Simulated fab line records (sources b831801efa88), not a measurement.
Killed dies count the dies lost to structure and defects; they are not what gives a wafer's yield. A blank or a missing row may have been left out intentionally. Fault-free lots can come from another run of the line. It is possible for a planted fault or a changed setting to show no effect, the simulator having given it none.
Which tool did it?	flow sky130	6 lots with 18 wafers sampled at 2 steps, on a route of 708 steps

WHAT THE GAUGES SHOWED, per wafer
SKY_SONOS_ONO_CD_MEAS_13 targets a cd of 410 nm.
lot	measured	on	cd nm (nm)
L834	day 13 06:41	cd sem-02	405.3 406.6 408.6
L838	day 15 02:47	cd sem-02	409.4 409.2 409.3
L841	day 16 01:53	cd sem-01	407.9 407.6 405.8
L845	day 17 07:17	cd sem-02	415.9 412.8 415.1
L851	day 19 20:35	cd sem-02	408.9 407.6 406.2
L854	day 20 02:10	cd sem-02	408.5 411.8 411.9

TOOL THAT RAN EACH LOT (tool first, then ch and the chambers of the sampled wafers, then the start)
lot	SKY_FIELD_ISO_WET_ETCH_18
L834	wet bench-02 ch 0, day 2 14:05
L838	wet bench-02 ch 3, day 3 17:05
L841	wet bench-04 ch 2, day 4 03:37
L845	wet bench-04 ch 0, day 5 03:23
L851	wet bench-04 ch 2, day 6 08:35
L854	wet bench-03 ch 2, day 6 22:58
- SKY_FIELD_ISO_WET_ETCH_18: etches Si3N4 in H3PO4, target depth 25 nm, time 286 s.

THE ANSWER, worked out from the rows above alone
Rule: the lots themselves supply what counts as usual. Put in order of their means at a reading, lots are off if they are a third of the lots or fewer, leave a main group of 4 or more, and stand apart from it by a gap of 3 or more times the standard deviation of the main group's means; of several such gaps the widest counts. A main group is skipped when, at the precision printed for the reading in the tables above, its means are all equal. Also off: a lot with no number at a reading for which 4 or more lots have one. Where the step has rows for the other lots, those lots are counted as sound.
Nothing can be told from this: no lot is off at any reading shown.

WHAT THE SIMULATOR PUT IN
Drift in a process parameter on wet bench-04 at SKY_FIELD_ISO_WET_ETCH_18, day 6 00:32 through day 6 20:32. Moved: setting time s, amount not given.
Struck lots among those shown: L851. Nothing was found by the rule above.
